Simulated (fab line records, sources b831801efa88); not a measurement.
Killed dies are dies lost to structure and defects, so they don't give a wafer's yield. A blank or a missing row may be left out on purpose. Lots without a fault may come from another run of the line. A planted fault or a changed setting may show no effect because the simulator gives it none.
One fault seen from 2 desks | flow gf180mcu | each desk has only its own numbers; what lay behind them comes last

THE TOOL OWNER'S DESK: cmp-02
The tool's own readings at GF_V1_CMP_04 (polishes SiO2): means of the sampled wafers that have a number, for each lot that ran on this tool. A lot is out of limits, marked OUT, if its mean lies more than 4 standard deviations from the usual mean; the brackets give that distance.
Columns: A = edge_zone_pressure_frac at GF_V1_CMP_04, usual 1.001; B = motor_current_A at GF_V1_CMP_04, usual 12.2 A; C = time_to_endpoint_s at GF_V1_CMP_04, usual 76 s
lot  | first seen here | A     | B    | C
L578 | day 17 07:16    | 1.000 | 12.2 | 81
L582 | day 19 00:30    | 1.004 | 11.8 | 76
L594 | day 23 08:25    | 0.998 | 11.6 | 60
L595 | day 23 13:44    | 1.003 | 11.5 | 59
L596 | day 23 23:11    | 0.996 | 12.9 | 59
This desk's finding: nothing out of limits on any of the 5 lots.

THE METROLOGY DESK
What the gauges read, lot by lot, whatever tool the lot ran on: means of the sampled wafers that have a number. A lot is out of limits, marked OUT, if its mean lies more than 4 standard deviations from the usual mean; the brackets give that distance. Of its 9 readings 7 are shown: those that lie furthest out on some lot.
Columns: A = cd_nm at GF_M1_CD_MEAS_14, usual 229.9 nm; B = M1_OVL at GF_M1_OVL_MEAS_15, usual 2 nm; C = V1_CVD_00_THK at GF_V1_THK_MEAS_01, usual 597 nm; D = V1_BOW at GF_V1_BOW_MEAS_05, usual 83 um; E = V1_OVL at GF_V1_OVL_MEAS_15, usual 0 nm; F = V1_W_RS at GF_V1_RS_MEAS_24, usual 0.327 ohm/sq; G = V1_W_THK at GF_V1_THK_MEAS_25, usual 357 nm
lot  | first seen here | A     | B  | C   | D  | E  | F     | G
L578 | day 17 06:08    | 229.1 | 4  | 588 | 86 | -1 | 0.334 | 348
L582 | day 18 23:22    | 228.2 | 1  | 594 | 77 | 1  | 0.332 | 356
L589 | day 21 19:33    | 231.4 | -4 | 600 | 89 | -5 | 0.328 | 357
L594 | day 23 07:19    | 230.7 | 4  | 605 | 95 | 1  | 0.328 | 356
L595 | day 23 12:29    | 229.7 | 1  | 590 | 87 | -3 | 0.325 | 364
L596 | day 23 22:06    | 229.3 | 5  | 595 | 92 | -2 | 0.324 | 364
L597 | day 24 13:41    | 230.2 | 3  | 585 | 77 | 6  | 0.325 | 359
This desk's finding: nothing out of limits on any of the 7 lots.

PUT TOGETHER
The tool owner's desk saw nothing out of limits.
The metrology desk saw nothing out of limits.

WHAT THE SIMULATOR HAD PUT IN
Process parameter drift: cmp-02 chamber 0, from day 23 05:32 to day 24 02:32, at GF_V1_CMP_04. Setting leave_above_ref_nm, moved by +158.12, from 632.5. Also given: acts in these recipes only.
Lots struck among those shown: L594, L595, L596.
